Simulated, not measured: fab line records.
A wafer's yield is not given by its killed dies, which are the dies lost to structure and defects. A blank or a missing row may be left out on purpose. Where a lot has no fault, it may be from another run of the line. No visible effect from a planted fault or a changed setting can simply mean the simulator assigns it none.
What tool caused it? :: flow sky130 :: Sampling: 11 lots, 33 wafers, 6 of 708 route steps

== WHAT THE GAUGES SHOWED, per wafer ==
SKY_RES_PROTECT_TW_MEAS_08. Usual: for POLY_GATE_TW the level is 4023 and the standard deviation is 34.
lot: L993
measured: day 15 00:56
on: filmMetro-03
POLY_GATE_TW: 4092 4113 4072
flag: 

lot: L994
measured: day 15 10:14
on: filmMetro-02
POLY_GATE_TW: 4020 4045 4035
flag: 

lot: L995
measured: day 15 17:36
on: filmMetro-02
POLY_GATE_TW: 4032 4027 4061
flag: 

lot: L997
measured: day 16 20:53
on: filmMetro-02
POLY_GATE_TW: 4077 4070 4061
flag: 

lot: L998
measured: day 16 23:36
on: filmMetro-03
POLY_GATE_TW: 4036 4052 4078
flag: 

lot: L107
measured: day 21 00:02
on: filmMetro-02
POLY_GATE_TW: 3996 3993 3980
flag: 

lot: L110
measured: day 22 03:51
on: filmMetro-02
POLY_GATE_TW: 3975 3978 3991
flag: 

lot: L113
measured: day 22 14:27
on: filmMetro-02
POLY_GATE_TW: 3961 3997 3968
flag: 

lot: L114
measured: day 22 23:59
on: filmMetro-01
POLY_GATE_TW: 3992 3990 3984
flag: 

lot: L115
measured: day 23 03:53
on: filmMetro-03
POLY_GATE_TW: 4037 4054 4060
flag: 

lot: L116
measured: day 23 07:59
on: filmMetro-02
POLY_GATE_TW: 3961 3960 3970
flag: 

SKY_SD_P_OVL_MEAS_08. Usual: for SD_P_OVL the level is 0.2 nm and the standard deviation is 1.5.
lot: L993
measured: day 25 07:22
on: overlay-02
SD_P_OVL (nm): 0.0 2.6 0.0
flag: 

lot: L994
measured: day 25 17:18
on: overlay-02
SD_P_OVL (nm): 0.1 1.1 -0.3
flag: 

lot: L995
measured: day 26 04:34
on: overlay-02
SD_P_OVL (nm): -2.7 -2.0 -1.0
flag: 

lot: L997
measured: day 27 05:18
on: overlay-02
SD_P_OVL (nm): -0.5 2.4 5.7
flag: 

lot: L998
measured: day 27 09:10
on: overlay-01
SD_P_OVL (nm): -0.5 -0.4 0.4
flag: 

lot: L107
measured: day 31 01:22
on: overlay-01
SD_P_OVL (nm): 0.6 -1.0 0.3
flag: 

lot: L110
measured: day 32 02:07
on: overlay-02
SD_P_OVL (nm): 0.5 -0.5 -0.4
flag: 

lot: L113
measured: day 32 12:27
on: overlay-02
SD_P_OVL (nm): 0.6 0.0 1.9
flag: 

lot: L114
measured: day 32 18:31
on: overlay-02
SD_P_OVL (nm): 2.2 0.8 3.4
flag: 

lot: L115
measured: day 33 00:55
on: overlay-01
SD_P_OVL (nm): -1.4 -1.9 -0.4
flag: 

lot: L116
measured: day 33 04:11
on: overlay-01
SD_P_OVL (nm): -0.7 3.5 2.9
flag: 

SKY_LI_CONTACT_OVL_MEAS_13. Usual: for LI_CONTACT_OVL the level is -4 nm and the standard deviation is 6.2.
lot: L993
measured: day 29 01:27
on: overlay-01
LI_CONTACT_OVL (nm): -7 -16 -16
flag: 

lot: L994
measured: day 29 10:22
on: overlay-01
LI_CONTACT_OVL (nm): -4 -3 4
flag: 

lot: L995
measured: day 29 20:39
on: overlay-01
LI_CONTACT_OVL (nm): -11 -3 -7
flag: 

lot: L997
measured: day 30 20:39
on: overlay-02
LI_CONTACT_OVL (nm): 0 -4 -10
flag: 

lot: L998
measured: day 30 22:48
on: overlay-02
LI_CONTACT_OVL (nm): -7 -6 -13
flag: 

lot: L107
measured: day 34 10:41
on: overlay-01
LI_CONTACT_OVL (nm): -6 -10 -8
flag: 

lot: L110
measured: day 35 12:52
on: overlay-02
LI_CONTACT_OVL (nm): -2 -2 3
flag: 

lot: L113
measured: day 35 22:01
on: overlay-01
LI_CONTACT_OVL (nm): 5 13 3
flag: 

lot: L114
measured: day 36 03:09
on: overlay-01
LI_CONTACT_OVL (nm): -18 0 -1
flag: 

lot: L115
measured: day 36 08:23
on: overlay-01
LI_CONTACT_OVL (nm): 2 5 -1
flag: 

lot: L116
measured: day 36 13:46
on: overlay-01
LI_CONTACT_OVL (nm): 1 -4 -3
flag: 

SKY_LI_CONTACT_RS_MEAS_22: the measuring method here is four-point-probe. Usual: for LI_CONTACT_W_RS the level is 0.285 ohm/sq and the standard deviation is 0.0045.
lot: L993
measured: day 29 02:10
on: filmMetro-03
LI_CONTACT_W_RS (ohm/sq): 0.288 0.285 0.285
flag: 

lot: L994
measured: day 29 11:05
on: filmMetro-04
LI_CONTACT_W_RS (ohm/sq): 0.285 0.286 0.288
flag: 

lot: L995
measured: day 29 21:22
on: filmMetro-02
LI_CONTACT_W_RS (ohm/sq): 0.295 0.290 0.294
flag: 

lot: L997
measured: day 30 21:23
on: filmMetro-04
LI_CONTACT_W_RS (ohm/sq): 0.286 0.280 0.283
flag: 

lot: L998
measured: day 30 23:32
on: filmMetro-02
LI_CONTACT_W_RS (ohm/sq): 0.292 0.289 0.292
flag: 

lot: L107
measured: day 34 11:35
on: filmMetro-02
LI_CONTACT_W_RS (ohm/sq): 0.383 0.289 0.385
flag: OFF

lot: L110
measured: day 35 13:37
on: filmMetro-04
LI_CONTACT_W_RS (ohm/sq): 0.278 0.282 0.283
flag: 

lot: L113
measured: day 35 22:44
on: filmMetro-02
LI_CONTACT_W_RS (ohm/sq): 0.283 0.276 0.282
flag: 

lot: L114
measured: day 36 03:52
on: filmMetro-02
LI_CONTACT_W_RS (ohm/sq): 0.288 0.283 0.280
flag: 

lot: L115
measured: day 36 09:07
on: filmMetro-04
LI_CONTACT_W_RS (ohm/sq): 0.277 0.276 0.282
flag: 

lot: L116
measured: day 36 14:31
on: filmMetro-04
LI_CONTACT_W_RS (ohm/sq): 0.286 0.284 0.278
flag: 

SKY_LI_CONTACT_THK_MEAS_23: measures by xrf. Usual: for LI_CONTACT_W_THK the level is 405 nm and the standard deviation is 11.
lot: L993
measured: day 29 02:17
on: filmMetro-03
LI_CONTACT_W_THK (nm): 405 410 410
flag: 

lot: L994
measured: day 29 11:12
on: filmMetro-04
LI_CONTACT_W_THK (nm): 414 413 409
flag: 

lot: L995
measured: day 29 21:29
on: filmMetro-02
LI_CONTACT_W_THK (nm): 380 387 384
flag: 

lot: L997
measured: day 30 21:30
on: filmMetro-04
LI_CONTACT_W_THK (nm): 407 416 413
flag: 

lot: L998
measured: day 30 23:39
on: filmMetro-02
LI_CONTACT_W_THK (nm): 384 391 387
flag: 

lot: L107
measured: day 34 11:43
on: filmMetro-02
LI_CONTACT_W_THK (nm): 297 395 294
flag: OFF

lot: L110
measured: day 35 13:43
on: filmMetro-04
LI_CONTACT_W_THK (nm): 426 416 415
flag: 

lot: L113
measured: day 35 22:51
on: filmMetro-02
LI_CONTACT_W_THK (nm): 395 407 402
flag: 

lot: L114
measured: day 36 03:59
on: filmMetro-02
LI_CONTACT_W_THK (nm): 397 402 407
flag: 

lot: L115
measured: day 36 09:14
on: filmMetro-04
LI_CONTACT_W_THK (nm): 431 429 418
flag: 

lot: L116
measured: day 36 14:38
on: filmMetro-04
LI_CONTACT_W_THK (nm): 416 416 426
flag: 

== EACH LOT AND THE TOOL THAT RAN IT (in order: tool; ch and the chambers of the sampled wafers; start) ==
lot: L993
SKY_LI_CONTACT_CVD_21: cvdW-01 ch 0,1, day 29 02:02

lot: L994
SKY_LI_CONTACT_CVD_21: cvdW-01 ch 0,1, day 29 10:57

lot: L995
SKY_LI_CONTACT_CVD_21: cvdW-01 ch 0,1, day 29 21:14

lot: L997
SKY_LI_CONTACT_CVD_21: cvdW-02 ch 0,1, day 30 21:16

lot: L998
SKY_LI_CONTACT_CVD_21: cvdW-01 ch 0,1, day 30 23:23

lot: L107
SKY_LI_CONTACT_CVD_21: cvdW-01 ch 0,1, day 34 11:28

lot: L110
SKY_LI_CONTACT_CVD_21: cvdW-02 ch 0,1, day 35 13:28

lot: L113
SKY_LI_CONTACT_CVD_21: cvdW-02 ch 0,1, day 35 22:36

lot: L114
SKY_LI_CONTACT_CVD_21: cvdW-02 ch 0,1, day 36 03:44

lot: L115
SKY_LI_CONTACT_CVD_21: cvdW-02 ch 0,1, day 36 08:59

lot: L116
SKY_LI_CONTACT_CVD_21: cvdW-02 ch 0,1, day 36 14:22
- SKY_LI_CONTACT_CVD_21: deposits W, target thk 400 nm, time 120.56 s.

== AS READ BY THE TOOLS THEMSELVES (means over the sampled wafers that have a number; for cases with no such wafer, the mark the record gives instead) ==
SKY_LI_CONTACT_CVD_21. Usual: heaterPowerW 903 W, standard deviation 36; susceptorTempC 399.99 C, standard deviation 0.24.
lot: L993
tool: cvdW-01
heaterPowerW (W): 910
susceptorTempC (C): 400.05
flag: 

lot: L994
tool: cvdW-01
heaterPowerW (W): 901
susceptorTempC (C): 399.74
flag: 

lot: L995
tool: cvdW-01
heaterPowerW (W): 895
susceptorTempC (C): 399.88
flag: 

lot: L997
tool: cvdW-02
heaterPowerW (W): 926
susceptorTempC (C): 400.02
flag: 

lot: L998
tool: cvdW-01
heaterPowerW (W): 877
susceptorTempC (C): 399.94
flag: 

lot: L107
tool: cvdW-01
heaterPowerW (W): 865
susceptorTempC (C): 389.80
flag: OFF

lot: L110
tool: cvdW-02
heaterPowerW (W): 899
susceptorTempC (C): 399.78
flag: 

lot: L113
tool: cvdW-02
heaterPowerW (W): 881
susceptorTempC (C): 400.07
flag: 

lot: L114
tool: cvdW-02
heaterPowerW (W): 918
susceptorTempC (C): 399.61
flag: 

lot: L115
tool: cvdW-02
heaterPowerW (W): 904
susceptorTempC (C): 399.95
flag: 

lot: L116
tool: cvdW-02
heaterPowerW (W): 916
susceptorTempC (C): 399.85
flag: 

== THE ANSWER, worked out from the rows above alone ==
Rule: take the mean of a lot's wafers that have a number; if it is more than 3 standard deviations from the usual mean, the lot is off. A lot without any number at a reading at which 4 lots or more have one is off too. Any other lot the step has rows for is counted as sound. First the gauges in route order, then the tools' own readings, where a lot's mean is used as printed above. At the first step where some lot is off, the reading lying furthest off is the one used; lots without a number count as furthest.
Off: L107, seen at SKY_LI_CONTACT_RS_MEAS_22 (LI_CONTACT_W_RS).
If a tool, at a process step before that reading, ran all the lots that are off and no sound lot after the first of them, it fits. Not tried: the gauges at SKY_LI_CONTACT_RS_MEAS_22; whatever is off there is also off at SKY_LI_CONTACT_CVD_21, on other tools, and gauge error can't account for it. One fits: SKY_LI_CONTACT_CVD_21 on cvdW-01. Its last sound lot is L998 (day 30 23:23), its first lot that is off L107 (day 34 11:28): a fault that began between those two fits.
On the lots that are off, the tool's own readings at SKY_LI_CONTACT_CVD_21 differ by more than 5 times the standard deviation of the sound lots' means, which bears it out; susceptorTempC reads 389.80 C there versus 399.89 C on the sound lots.

== WHAT THE SIMULATOR HAD INSERTED ==
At SKY_LI_CONTACT_CVD_21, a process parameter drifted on cvdW-01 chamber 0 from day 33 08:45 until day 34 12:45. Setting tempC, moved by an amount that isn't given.
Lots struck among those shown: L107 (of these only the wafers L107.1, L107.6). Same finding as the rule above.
